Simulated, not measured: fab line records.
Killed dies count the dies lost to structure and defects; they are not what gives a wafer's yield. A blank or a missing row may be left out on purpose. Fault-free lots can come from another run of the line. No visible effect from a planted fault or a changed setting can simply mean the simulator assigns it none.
Chamber matching -- flow sky130 -- SKY_VIA1_CMP_02 on cmp-02 has 4 sister chambers
The step polishes SiO2. 22 wafers are shown with their chamber, then 11 later ones without.

## WAFERS WITH THEIR CHAMBER
wafer,chamber,motor_current_A (A),platen_rpm (rpm)
L078.2,3,13.5,59.97
L078.3,0,11.4,60.02
L078.4,2,14.9,60.03
L080.2,1,13.0,60.01
L080.4,0,11.8,59.98
L080.6,1,13.2,59.97
L082.3,2,15.6,60.03
L082.4,3,12.9,59.98
L082.5,2,14.8,60.03
L083.3,1,13.8,59.95
L083.4,3,12.0,59.98
L083.6,2,14.7,60.03
L086.1,1,12.6,60.02
L086.2,2,14.1,60.00
L086.6,1,12.6,59.94
L088.1,1,13.3,60.02
L088.5,0,12.4,59.95
L088.6,1,13.3,60.01
L087.2,2,14.0,60.00
L087.3,3,13.0,60.01
L087.5,2,14.4,59.97
L090.4,3,13.3,60.04

SIGNATURES (averages over the wafers above)
reading,chamber 0,chamber 1,chamber 2,chamber 3,scatter within a chamber
motor_current_A,11.867,13.114,14.643,12.940,0.511
platen_rpm,59.9833,59.9886,60.0129,59.9960,0.03
Rule: for each reading, subtract the chamber's mean from the wafer's reading, divide by that reading's scatter and square the result; add these up over the readings and take the root, which gives the wafer's distance from the chamber. The wafer belongs to the nearest chamber; if the next one is less than 2 further off, it can't be placed. The scatter is the square root of a quotient: the sum, over the shown wafers, of each reading's squared deviation from its chamber's mean, divided by wafers minus chambers.

## WAFERS WHOSE CHAMBER IS MISSING
wafer,motor_current_A (A),platen_rpm (rpm)
L090.5,13.3,60.03
L090.6,14.2,60.11
L089.2,14.8,60.06
L089.4,12.8,59.94
L089.5,11.6,60.01
L094.1,13.7,59.96
L094.3,11.6,60.03
L094.6,13.1,59.98
L097.1,11.6,60.04
L097.2,13.8,60.01
L097.5,12.8,59.99

## THE CHAMBER EACH PASSED THROUGH
wafer,from the rows above,in truth
L090.5,can't be placed: 3 or 1 or 2 or 0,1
L090.6,can't be placed: 2 or 3 or 1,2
L089.2,2,2
L089.4,can't be placed: 1 or 3 or 0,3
L089.5,can't be placed: 0 or 3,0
L094.1,can't be placed: 1 or 3 or 2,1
L094.3,can't be placed: 0 or 3 or 1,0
L094.6,can't be placed: 1 or 3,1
L097.1,can't be placed: 0 or 3 or 1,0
L097.2,can't be placed: 1 or 2 or 3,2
L097.5,can't be placed: 3 or 1 or 0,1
Placed correctly: 1 of 11. From these rows, 10 cannot be placed; in 10 the true chamber is one of the candidates. Number placed wrongly: 0.
